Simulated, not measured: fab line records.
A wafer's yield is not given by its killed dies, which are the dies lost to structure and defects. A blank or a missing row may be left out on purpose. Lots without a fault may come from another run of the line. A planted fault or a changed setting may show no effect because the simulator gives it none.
fab line records	flow sky130
[record] lots = 24	wafers = 72	lastDay = 50
route steps=708 shown FIELD_ISO@18 POLY_GATE@230 LI_CONTACT@385 LOCAL_INTERCONNECT@399 METAL3@532
lots with no fault: from the same line, run without faults
startH: hours from the record's first day to the start of the lot's first wafer shown	waitH: how many hours have passed since the lot's step before this one	" unchanged from the row above	L1.1+2: a row that stands for several wafers	- either no value or no given start	* or withheld: withheld	< > ~ a bound
route shown NAME@n: names a module that has steps shown in the file, with the first one's number in the route	usual: mean/standard deviation taken from wafers without a fault	same: alike in all rows	chamber/n: place in a boat	sites: each site's reading	_std_site: how widely they spread, as a standard deviation	_edge_site: outer sites' mean less inner sites'	radiusMm: for every site, how far away it sits from the centre of the wafer	mask NAME#n: copy n	behind: the tool/chamber that last shaped the wafer	hold: what put the lot on hold/how long, in hours/how the hold closed	device: the n, p or np transistor that did not switch	end of line: the tests these same wafers got at the end of their route	where a step has no rows: the recipe by itself	killed: at the first sort, the dies lost to defects and structure; wafer yield is something else	map: per-die view of a wafer (x killed, . not killed, _ where there is no die)
set.NAME: the setting as run; set.NAME@STEP: as run at that earlier step	model.NAME: the simulator's own value behind a step, which no gauge read
route steps across a sampled set of lots; one table per step, one row per wafer
services: the hour from which a tool's chamber was out of use, counted from the record's first day as startH (under 0 if before that day), plus the number of hours and why
[[steps]]
[step SKY_FIELD_ISO_ETCH_17]
[recipe] targetDepthA = 3420	maskMaterial = Si3N4	chemistry = HBr/Cl2/O2	target = Si	taperDeg = 5	icpW = 600	biasW = 150	pressureMtorr = 15	HBr_flow_sccm = 150	Cl2_flow_sccm = 40	O2_flow_sccm = 6	timeS = 97.7
[usual] drypumpMotorCurrentA = 5.7/0.33	oesProductAu = 1.001/0.0081	throttleValvePct = 25.655/0.0099
lot.wafer	tool	chamber	startH	waitH	drypumpMotorCurrentA	oesProductAu	rfHoursCounterH	throttleValvePct
L074.2	rieSi-02	0	30.71	0.1	6.0	0.998	97	25.660
L074.4	"	3	"	"	6.1	1.003	3	25.652
L074.6	"	0	"	"	6.0	1.003	-	25.646
L075.2	rieSi-02	1	35.01	0.1	5.4	1.005	77	25.677
L075.4	"	0	"	"	6.0	0.994	97	25.661
L075.6	"	1	"	"	5.4	1.005	-	25.640
L076.2	rieSi-02	3	38.71	0.1	6.1	1.005	3	25.664
L076.3	"	2	"	"	5.3	1.011	96	25.646
L076.5	"	3	"	"	6.1	1.015	-	25.665
L077.1	rieSi-01	3	43.90	0.1	5.2	1.008	78	25.658
L077.3	"	0	"	"	6.0	0.999	117	25.654
L077.5	"	1	"	"	5.8	0.995	-	25.660
L078.1	rieSi-01	2	50.81	0.1	5.8	1.006	111	25.653
L078.4	"	1	"	"	5.9	0.993	1	25.657
L078.6	"	0	"	"	6.0	1.004	-	25.662
L079.2	rieSi-02	3	55.36	0.1	6.2	1.003	3	25.661
L079.3	"	1	"	"	5.3	0.998	77	25.644
L079.6	"	0	"	"	6.0	0.994	-	25.666
L080.1	rieSi-02	0	59.31	0.1	6.0	0.992	98	25.636
L080.4	"	1	"	"	5.3	1.001	77	25.641
L080.5	"	3	"	"	6.2	0.993	-	25.664
L081.3	rieSi-01	1	65.95	0.0	5.8	0.997	1	25.661
L081.5	"	3	"	"	5.2	1.004	-	25.651
L081.6	"	0	"	"	6.0	1.021	-	25.674
L082.1	rieSi-01	2	69.96	0.1	5.8	1.006	111	25.647
L082.2	"	0	"	"	6.0	1.006	118	25.662
L082.4	"	3	"	"	5.2	0.994	78	25.655
L083.2	rieSi-01	2	75.96	0.1	5.8	1.006	111	25.669
L083.4	"	3	"	"	5.2	0.996	78	25.667
L083.5	"	1	"	"	5.8	1.001	-	25.663
L084.3	rieSi-02	2	81.20	0.0	5.4	1.004	96	25.656
L084.4	"	1	"	"	5.4	1.011	77	25.658
L084.5	"	2	"	"	5.4	1.014	-	25.636
L085.2	rieSi-02	1	87.61	0.1	5.3	1.012	77	25.643
L085.3	"	3	"	"	6.2	0.995	4	25.658
L085.4	"	2	"	"	5.4	1.009	96	25.648
L086.1	rieSi-02	0	91.20	0.1	6.0	1.001	98	25.644
L086.2	"	2	"	"	5.4	1.009	96	25.653
L086.3	"	1	"	"	5.4	1.014	77	25.648
L087.2	rieSi-01	3	96.95	0.1	5.2	0.998	78	25.653
L087.4	"	2	"	"	5.8	1.010	111	25.644
L087.6	"	2	"	"	5.8	1.012	-	25.650
L088.3	rieSi-01	1	102.90	0.0	5.8	1.001	1	25.671
L088.4	"	0	"	"	6.0	1.001	118	25.655
L088.6	"	2	"	"	5.8	1.001	-	25.660
L089.1	rieSi-01	2	107.65	0.1	5.8	1.002	111	25.625
L089.4	"	3	"	"	5.2	0.997	79	25.655
L089.5	"	1	"	"	5.8	1.001	-	25.663
L090.2	rieSi-02	3	112.76	0.1	6.1	0.992	4	25.653
L090.3	"	1	"	"	5.3	0.990	78	25.660
L090.4	"	2	"	"	5.3	1.004	97	25.658
L091.1	rieSi-02	0	117.35	0.1	6.0	0.999	98	25.664
L091.2	"	2	"	"	5.4	1.006	97	25.651
L091.6	"	3	"	"	6.1	0.999	-	25.647
L092.1	rieSi-01	1	123.36	0.1	5.9	0.996	1	25.660
L092.3	"	3	"	"	5.2	0.997	79	25.646
L092.6	"	3	"	"	5.2	0.992	-	25.648
L093.1	rieSi-01	0	126.96	0.1	6.0	1.001	118	25.658
L093.2	"	1	"	"	5.8	0.989	1	25.660
L093.4	"	3	"	"	5.2	1.002	79	25.660
L094.2	rieSi-02	2	133.43	0.1	5.4	1.014	97	25.644
L094.5	"	2	"	"	5.4	1.001	-	25.671
L094.6	"	3	"	"	6.1	0.999	-	25.647
L095.3	rieSi-02	1	139.60	0.0	5.3	1.000	78	25.652
L095.4	"	3	"	"	6.1	0.986	4	25.652
L095.5	"	3	"	"	6.2	0.991	-	25.671
L096.1	rieSi-01	0	143.96	0.1	6.0	0.997	118	25.671
L096.4	"	3	"	"	5.2	0.988	79	25.652
L096.6	"	3	"	"	5.2	0.989	-	25.668
L097.2	rieSi-02	1	149.10	0.1	5.3	1.018	78	25.651
L097.5	"	0	"	"	6.0	1.006	-	25.664
L097.6	"	1	"	"	5.3	1.016	-	25.649
[step SKY_POLY_GATE_ETCH_16]
[recipe] stopOn = poly-Si	chemistry = CH3F/O2	target = Si3N4	sourceW = 400	biasW = 80	pressureMtorr = 25	ch3fFlowSccm = 40	O2_flow_sccm = 30	timeS = 147.5	targetDepthA = 750
[usual] ch3fFlowSccm = 39.99/0.12	drypumpMotorCurrentA = 5.8/0.35	oesProductAu = 0.641/0.005	throttleValvePct = 10.536/0.0088
lot.wafer	tool	chamber	startH	waitH	ch3fFlowSccm	drypumpMotorCurrentA	oesProductAu	rfHoursCounterH	throttleValvePct
L074.2	rieDiel-04	3	370.93	0.0	40.05	5.6	0.642	1	10.536
L074.4	"	0	"	"	39.96	6.0	0.637	8	10.538
L074.6	"	1	"	"	40.07	6.1	0.638	-	10.535
L075.2	rieDiel-04	2	377.37	0.0	39.84	5.6	0.640	82	10.530
L075.4	"	0	"	"	39.96	6.0	0.642	8	10.544
L075.6	"	0	"	"	39.98	6.0	0.637	-	10.535
L076.2	rieDiel-04	1	382.98	0.0	40.04	6.2	0.641	5	10.511
L076.3	"	3	"	"	40.05	5.6	0.641	1	10.546
L076.5	"	2	"	"	40.06	5.7	0.642	-	10.536
L077.1	rieDiel-01	1	390.48	0.0	40.03	6.0	0.641	9	10.537
L077.3	"	2	"	"	40.06	6.3	0.640	2	10.531
L077.5	"	2	"	"	40.15	6.3	0.642	-	10.539
L078.1	rieDiel-04	3	404.66	0.0	40.11	5.6	0.635	2	10.544
L078.4	"	0	"	"	39.93	6.0	0.644	9	10.532
L078.6	"	0	"	"	39.86	6.0	0.637	-	10.541
L079.2	rieDiel-03	1	411.42	0.0	40.01	5.9	0.650	20	10.529
L079.3	"	3	"	"	40.09	5.9	0.647	5	10.557
L079.6	"	0	"	"	39.90	5.1	0.649	-	10.535
L080.1	rieDiel-04	0	417.28	0.0	39.86	6.0	0.639	9	10.538
L080.4	"	3	"	"	40.11	5.6	0.641	2	10.537
L080.5	"	3	"	"	40.10	5.6	0.631	-	10.541
L081.3	rieDiel-01	0	432.03	0.0	40.00	5.6	0.636	5	10.543
L081.5	"	1	"	"	39.88	6.0	0.638	-	10.528
L081.6	"	0	"	"	39.90	5.5	0.640	-	10.540
L082.1	rieDiel-01	1	441.62	0.0	39.92	6.0	0.644	10	10.523
L082.2	"	3	"	"	40.22	5.5	0.643	6	10.538
L082.4	"	2	"	"	40.08	6.3	0.635	2	10.533
L083.2	rieDiel-04	3	449.03	0.0	39.94	5.6	0.635	3	10.547
L083.4	"	0	"	"	40.00	6.0	0.635	10	10.527
L083.5	"	2	"	"	40.02	5.7	0.644	-	10.535
L084.3	rieDiel-04	2	460.16	0.0	39.95	5.7	0.632	84	10.533
L084.4	"	1	"	"	39.96	6.2	0.645	7	10.540
L084.5	"	2	"	"	39.95	5.6	0.641	-	10.541
L085.2	rieDiel-03	0	468.71	0.0	40.12	5.1	0.639	53	10.535
L085.3	"	3	"	"	39.87	5.9	0.640	6	10.531
L085.4	"	1	"	"	40.27	6.0	0.636	21	10.533
L086.1	rieDiel-01	0	475.01	0.0	39.88	5.6	0.640	6	10.528
L086.2	"	2	"	"	40.29	6.3	0.637	3	10.539
L086.3	"	1	"	"	40.07	6.0	0.639	11	10.540
L087.2	rieDiel-01	3	483.11	0.0	39.83	5.4	0.641	7	10.541
L087.4	"	2	"	"	40.04	6.3	0.645	4	10.538
L087.6	"	3	"	"	39.89	5.5	0.638	-	10.530
L088.3	rieDiel-01	3	493.82	0.0	39.80	5.5	0.639	7	10.521
L088.4	"	0	"	"	39.95	5.6	0.639	6	10.540
L088.6	"	1	"	"	39.98	6.0	0.637	-	10.525
L089.1	rieDiel-04	2	503.83	0.0	39.84	5.7	0.647	84	10.555
L089.4	"	2	"	"	39.86	5.6	0.643	-	10.535
L089.5	"	1	"	"	39.98	6.1	0.650	-	10.554
L090.2	rieDiel-04	2	517.17	0.0	39.73	5.7	0.636	85	10.563
L090.3	"	3	"	"	40.07	5.6	0.634	4	10.524
L090.4	"	1	"	"	40.05	6.1	0.632	8	10.531
L091.1	rieDiel-04	2	520.33	0.0	39.98	5.7	0.643	85	10.541
L091.2	"	3	"	"	39.93	5.6	0.641	4	10.550
L091.6	"	2	"	"	39.88	5.7	0.645	-	10.530
L092.1	rieDiel-04	3	528.77	0.0	39.94	5.6	0.641	5	10.540
L092.3	"	1	"	"	39.90	6.1	0.637	8	10.535
L092.6	"	3	"	"	39.93	5.6	0.638	-	10.528
L093.1	rieDiel-03	3	542.38	0.0	40.13	5.9	0.638	7	10.543
L093.2	"	2	"	"	40.04	4.9	0.646	2	10.554
L093.4	"	3	"	"	39.90	5.8	0.641	-	10.536
L094.2	rieDiel-03	1	546.66	0.0	39.96	6.0	0.634	23	10.547
L094.5	"	3	"	"	40.01	5.9	0.642	-	10.539
L094.6	"	1	"	"	40.00	6.0	0.633	-	10.538
L095.3	rieDiel-01	3	558.26	0.0	39.92	5.4	0.649	9	10.546
L095.4	"	2	"	"	39.93	6.3	0.640	5	10.532
L095.5	"	0	"	"	39.95	5.6	0.646	-	10.528
L096.1	rieDiel-01	3	567.06	0.0	40.08	5.5	0.637	9	10.545
L096.4	"	0	"	"	40.01	5.5	0.629	7	10.542
L096.6	"	2	"	"	40.05	6.3	0.639	-	10.537
L097.2	rieDiel-03	1	573.32	0.0	39.99	6.0	0.642	23	10.537
L097.5	"	3	"	"	39.95	5.9	0.641	-	10.537
L097.6	"	1	"	"	40.00	6.0	0.645	-	10.529
[step SKY_LI_CONTACT_THK_MEAS_23]
[recipe] thkMeasGauge = xrf	reads = W_of_LI_CONTACT_CVD_21
[usual] LI_CONTACT_W_THK = 400/5.4
lot.wafer	tool	chamber	startH	waitH	LI_CONTACT_W_THK[nm]
L074.2	filmMetro-03	-	677.75	0.1	405
L074.4	"	-	"	"	399
L074.6	"	-	"	"	400
L075.2	filmMetro-02	-	687.65	0.1	408
L075.4	"	-	"	"	406
L075.6	"	-	"	"	404
L076.2	filmMetro-03	-	690.07	0.1	398
L076.3	"	-	"	"	401
L076.5	"	-	"	"	405
L077.1	filmMetro-04	-	698.80	0.1	399
L077.3	"	-	"	"	400
L077.5	"	-	"	"	396
L078.1	filmMetro-04	-	709.89	0.1	399
L078.4	"	-	"	"	399
L078.6	"	-	"	"	406
L079.2	filmMetro-04	-	714.10	0.1	393
L079.3	"	-	"	"	398
L079.6	"	-	"	"	396
L080.1	filmMetro-04	-	723.14	0.1	399
L080.4	"	-	"	"	400
L080.5	"	-	"	"	403
L081.3	filmMetro-03	-	735.76	0.1	398
L081.5	"	-	"	"	394
L081.6	"	-	"	"	400
L082.1	filmMetro-04	-	742.60	0.1	394
L082.2	"	-	"	"	399
L082.4	"	-	"	"	399
L083.2	filmMetro-04	-	752.93	0.1	406
L083.4	"	-	"	"	398
L083.5	"	-	"	"	403
L084.3	filmMetro-04	-	759.72	0.1	392
L084.4	"	-	"	"	392
L084.5	"	-	"	"	390
L085.2	filmMetro-02	-	769.19	0.1	404
L085.3	"	-	"	"	395
L085.4	"	-	"	"	407
L086.1	filmMetro-04	-	772.92	0.1	390
L086.2	"	-	"	"	403
L086.3	"	-	"	"	400
L087.2	filmMetro-04	-	781.40	0.1	400
L087.4	"	-	"	"	395
L087.6	"	-	"	"	396
L088.3	filmMetro-03	-	787.36	0.1	394
L088.4	"	-	"	"	400
L088.6	"	-	"	"	395
L089.1	filmMetro-02	-	797.11	0.1	404
L089.4	"	-	"	"	409
L089.5	"	-	"	"	403
L090.2	filmMetro-02	-	809.15	0.1	406
L090.3	"	-	"	"	402
L090.4	"	-	"	"	406
L091.1	filmMetro-02	-	812.85	0.1	405
L091.2	"	-	"	"	404
L091.6	"	-	"	"	402
L092.1	filmMetro-03	-	818.96	0.1	395
L092.3	"	-	"	"	390
L092.6	"	-	"	"	390
L093.1	filmMetro-03	-	830.41	0.1	400
L093.2	"	-	"	"	391
L093.4	"	-	"	"	391
L094.2	filmMetro-03	-	836.18	0.1	401
L094.5	"	-	"	"	393
L094.6	"	-	"	"	397
L095.3	filmMetro-04	-	848.51	0.1	396
L095.4	"	-	"	"	402
L095.5	"	-	"	"	398
L096.1	filmMetro-04	-	853.01	0.1	393
L096.4	"	-	"	"	390
L096.6	"	-	"	"	390
L097.2	filmMetro-03	-	857.27	0.1	401
L097.5	"	-	"	"	402
L097.6	"	-	"	"	405
[step SKY_LOCAL_INTERCONNECT_OVL_MEAS_12]
[usual] LOCAL_INTERCONNECT_OVL = 3/5.3
lot.wafer	tool	chamber	startH	waitH	LOCAL_INTERCONNECT_OVL[nm]
L074.2	overlay-02	-	706.81	0.1	-4
L074.4	"	-	"	"	-2
L074.6	"	-	"	"	3
L075.2	overlay-01	-	716.95	0.1	-1
L075.4	"	-	"	"	-2
L075.6	"	-	"	"	6
L076.2	overlay-01	-	718.17	0.1	1
L076.3	"	-	"	"	9
L076.5	"	-	"	"	7
L077.1	overlay-01	-	726.91	0.1	6
L077.3	"	-	"	"	11
L077.5	"	-	"	"	-2
L078.1	overlay-02	-	738.31	0.1	5
L078.4	"	-	"	"	-1
L078.6	"	-	"	"	2
L079.2	overlay-01	-	742.37	0.1	8
L079.3	"	-	"	"	4
L079.6	"	-	"	"	9
L080.1	overlay-01	-	751.39	0.1	7
L080.4	"	-	"	"	6
L080.5	"	-	"	"	7
L081.3	overlay-02	-	763.36	0.1	-8
L081.5	"	-	"	"	0
L081.6	"	-	"	"	4
L082.1	overlay-01	-	770.21	0.1	7
L082.2	"	-	"	"	9
L082.4	"	-	"	"	10
L083.2	overlay-01	-	780.67	0.1	3
L083.4	"	-	"	"	3
L083.5	"	-	"	"	5
L084.3	overlay-01	-	785.53	0.1	-2
L084.4	"	-	"	"	2
L084.5	"	-	"	"	7
L085.2	overlay-01	-	797.10	0.1	18
L085.3	"	-	"	"	13
L085.4	"	-	"	"	14
L086.1	overlay-01	-	800.44	0.1	1
L086.2	"	-	"	"	-4
L086.3	"	-	"	"	0
L087.2	overlay-01	-	808.16	0.1	6
L087.4	"	-	"	"	-2
L087.6	"	-	"	"	-5
L088.3	overlay-02	-	814.62	0.1	6
L088.4	"	-	"	"	5
L088.6	"	-	"	"	11
L089.1	overlay-02	-	824.66	0.1	8
L089.4	"	-	"	"	0
L089.5	"	-	"	"	2
L090.2	overlay-02	-	836.27	0.1	4
L090.3	"	-	"	"	3
L090.4	"	-	"	"	2
L091.1	overlay-01	-	838.86	0.1	3
L091.2	"	-	"	"	2
L091.6	"	-	"	"	6
L092.1	overlay-01	-	845.46	0.1	5
L092.3	"	-	"	"	8
L092.6	"	-	"	"	8
L093.1	overlay-01	-	857.00	0.1	0
L093.2	"	-	"	"	7
L093.4	"	-	"	"	6
L094.2	overlay-02	-	862.46	0.1	9
L094.5	"	-	"	"	6
L094.6	"	-	"	"	3
L095.3	overlay-01	-	875.02	0.1	-11
L095.4	"	-	"	"	0
L095.5	"	-	"	"	-11
L096.1	overlay-02	-	879.90	0.1	8
L096.4	"	-	"	"	-2
L096.6	"	-	"	"	-2
L097.2	overlay-01	-	884.11	0.1	5
L097.5	"	-	"	"	3
L097.6	"	-	"	"	3
[step SKY_METAL3_SPUTTER_00]
[recipe] material = Ti	targetThkNm = 15	powerW = 3000	timeS = 10	chamberPressurePa = 0.4
[usual] throttleValvePct = 30.0/0.78
lot.wafer	tool	chamber	startH	waitH	throttleValvePct
L074.2	pvdSputter-02	-	851.03	0.1	29.9
L074.4	"	-	"	"	29.8
L074.6	"	-	"	"	30.9
L075.2	pvdSputter-02	-	859.26	0.2	30.2
L075.4	"	-	"	"	31.2
L075.6	"	-	"	"	29.9
L076.2	pvdSputter-04	-	859.60	0.1	30.2
L076.3	"	-	"	"	28.9
L076.5	"	-	"	"	29.6
L077.1	pvdSputter-02	-	868.74	0.1	29.8
L077.3	"	-	"	"	30.8
L077.5	"	-	"	"	30.6
L078.1	pvdSputter-01	-	880.06	0.2	29.1
L078.4	"	-	"	"	29.7
L078.6	"	-	"	"	29.6
L079.2	pvdSputter-04	-	883.77	0.2	29.1
L079.3	"	-	"	"	30.5
L079.6	"	-	"	"	30.5
L080.1	pvdSputter-04	-	893.02	0.1	29.2
L080.4	"	-	"	"	30.6
L080.5	"	-	"	"	30.5
L081.3	pvdSputter-02	-	904.55	0.2	30.4
L081.5	"	-	"	"	30.3
L081.6	"	-	"	"	30.0
L082.1	pvdSputter-02	-	910.38	0.2	30.6
L082.2	"	-	"	"	31.1
L082.4	"	-	"	"	29.9
L083.2	pvdSputter-01	-	918.11	0.2	27.8
L083.4	"	-	"	"	29.7
L083.5	"	-	"	"	29.2
L084.3	pvdSputter-01	-	924.06	0.1	27.7
L084.4	"	-	"	"	30.8
L084.5	"	-	"	"	30.9
L085.2	pvdSputter-04	-	935.25	0.2	29.7
L085.3	"	-	"	"	28.9
L085.4	"	-	"	"	30.4
L086.1	pvdSputter-04	-	938.41	0.2	30.1
L086.2	"	-	"	"	29.2
L086.3	"	-	"	"	30.8
L087.2	pvdSputter-04	-	944.79	0.2	30.7
L087.4	"	-	"	"	29.8
L087.6	"	-	"	"	29.9
L088.3	pvdSputter-02	-	951.49	0.1	30.0
L088.4	"	-	"	"	30.8
L088.6	"	-	"	"	29.8
L089.1	pvdSputter-04	-	960.72	0.1	29.4
L089.4	"	-	"	"	30.4
L089.5	"	-	"	"	30.9
L090.2	pvdSputter-02	-	970.97	0.2	30.1
L090.3	"	-	"	"	31.2
L090.4	"	-	"	"	29.8
L091.1	pvdSputter-01	-	972.45	0.1	28.9
L091.2	"	-	"	"	30.0
L091.6	"	-	"	"	30.8
L092.1	pvdSputter-01	-	980.00	0.1	31.1
L092.3	"	-	"	"	28.0
L092.6	"	-	"	"	31.0
L093.1	pvdSputter-04	-	992.55	0.2	30.7
L093.2	"	-	"	"	30.8
L093.4	"	-	"	"	29.1
L094.2	pvdSputter-04	-	993.72	0.1	30.3
L094.5	"	-	"	"	30.7
L094.6	"	-	"	"	30.2
L095.3	pvdSputter-04	-	1006.44	0.1	29.0
L095.4	"	-	"	"	30.6
L095.5	"	-	"	"	30.5
L096.1	pvdSputter-01	-	1010.06	0.2	29.3
L096.4	"	-	"	"	29.7
L096.6	"	-	"	"	29.8
L097.2	pvdSputter-02	-	1016.40	0.2	29.9
L097.5	"	-	"	"	29.7
L097.6	"	-	"	"	29.8
[step SKY_METAL3_OVL_MEAS_14]
[usual] METAL3_OVL = 1/4.7
lot.wafer	tool	chamber	startH	waitH	METAL3_OVL[nm]
L074.2	overlay-01	-	903.51	0.1	0
L074.4	"	-	"	"	4
L074.6	"	-	"	"	4
L075.2	overlay-01	-	911.61	0.1	4
L075.4	"	-	"	"	-2
L075.6	"	-	"	"	-2
L076.2	overlay-02	-	911.97	0.1	6
L076.3	"	-	"	"	5
L076.5	"	-	"	"	4
L077.1	overlay-01	-	920.30	0.1	2
L077.3	"	-	"	"	1
L077.5	"	-	"	"	7
L078.1	overlay-02	-	931.86	0.1	5
L078.4	"	-	"	"	1
L078.6	"	-	"	"	-8
L079.2	overlay-02	-	934.30	0.1	0
L079.3	"	-	"	"	1
L079.6	"	-	"	"	-5
L080.1	overlay-01	-	944.06	0.1	3
L080.4	"	-	"	"	5
L080.5	"	-	"	"	3
L081.3	overlay-02	-	954.73	0.1	2
L081.5	"	-	"	"	-1
L081.6	"	-	"	"	-4
L082.1	overlay-02	-	960.23	0.1	-7
L082.2	"	-	"	"	0
L082.4	"	-	"	"	-3
L083.2	overlay-01	-	967.81	0.1	-5
L083.4	"	-	"	"	8
L083.5	"	-	"	"	1
L084.3	overlay-02	-	973.66	0.1	-9
L084.4	"	-	"	"	-4
L084.5	"	-	"	"	-4
L085.2	overlay-01	-	984.15	0.1	0
L085.3	"	-	"	"	-7
L085.4	"	-	"	"	-4
L086.1	overlay-01	-	987.55	0.1	0
L086.2	"	-	"	"	3
L086.3	"	-	"	"	-3
L087.2	overlay-02	-	993.66	0.1	-5
L087.4	"	-	"	"	-2
L087.6	"	-	"	"	-2
L088.3	overlay-02	-	1000.71	0.1	4
L088.4	"	-	"	"	5
L088.6	"	-	"	"	4
L089.1	overlay-02	-	1009.13	0.1	10
L089.4	"	-	"	"	6
L089.5	"	-	"	"	13
L090.2	overlay-01	-	1018.87	0.1	2
L090.3	"	-	"	"	-3
L090.4	"	-	"	"	-2
L091.1	overlay-01	-	1020.01	0.1	9
L091.2	"	-	"	"	-4
L091.6	"	-	"	"	-4
L092.1	overlay-01	-	1027.25	0.1	8
L092.3	"	-	"	"	3
L092.6	"	-	"	"	-8
L093.1	overlay-02	-	1039.28	0.1	-1
L093.2	"	-	"	"	-1
L093.4	"	-	"	"	-2
L094.2	overlay-01	-	1041.16	0.1	4
L094.5	"	-	"	"	12
L094.6	"	-	"	"	3
L095.3	overlay-01	-	1052.56	0.1	5
L095.4	"	-	"	"	-3
L095.5	"	-	"	"	4
L096.1	overlay-02	-	1055.60	0.1	-5
L096.4	"	-	"	"	-4
L096.6	"	-	"	"	3
L097.2	overlay-02	-	1062.81	0.1	0
L097.5	"	-	"	"	2
L097.6	"	-	"	"	-1
[[services]]
tool	chamber	startH	hours	kind
rieSi-02	3	16.19	3.2	repair
rieSi-01	-	24.35	14.6	pm
rieSi-02	1	37.82	5.5	repair
rieDiel-04	1	69.02	3.4	repair
rieDiel-04	3	125.15	7.8	repair
rieDiel-04	-	177.80	2.8	pm
rieDiel-04	1	193.28	4.1	repair
rieDiel-04	2	239.02	9.6	repair
rieDiel-04	1	239.19	2.7	repair
rieSi-02	0	265.88	11.7	repair
rieSi-01	-	266.76	0.7	repair
rieSi-01	3	268.76	5.6	repair
rieSi-02	3	305.41	4.0	repair
rieSi-02	-	425.62	2.8	pm
rieSi-02	0	440.60	22.1	repair
rieSi-02	3	453.63	6.6	repair
rieSi-02	2	531.09	3.2	repair
rieSi-02	1	570.35	5.5	repair
rieSi-02	-	623.65	0.4	repair
rieSi-02	2	651.56	2.9	repair
rieSi-02	3	674.97	10.8	repair
rieSi-02	1	728.29	5.5	repair
rieSi-02	0	733.35	12.2	repair
rieSi-02	1	868.18	2.9	repair
[[key]]
fault none
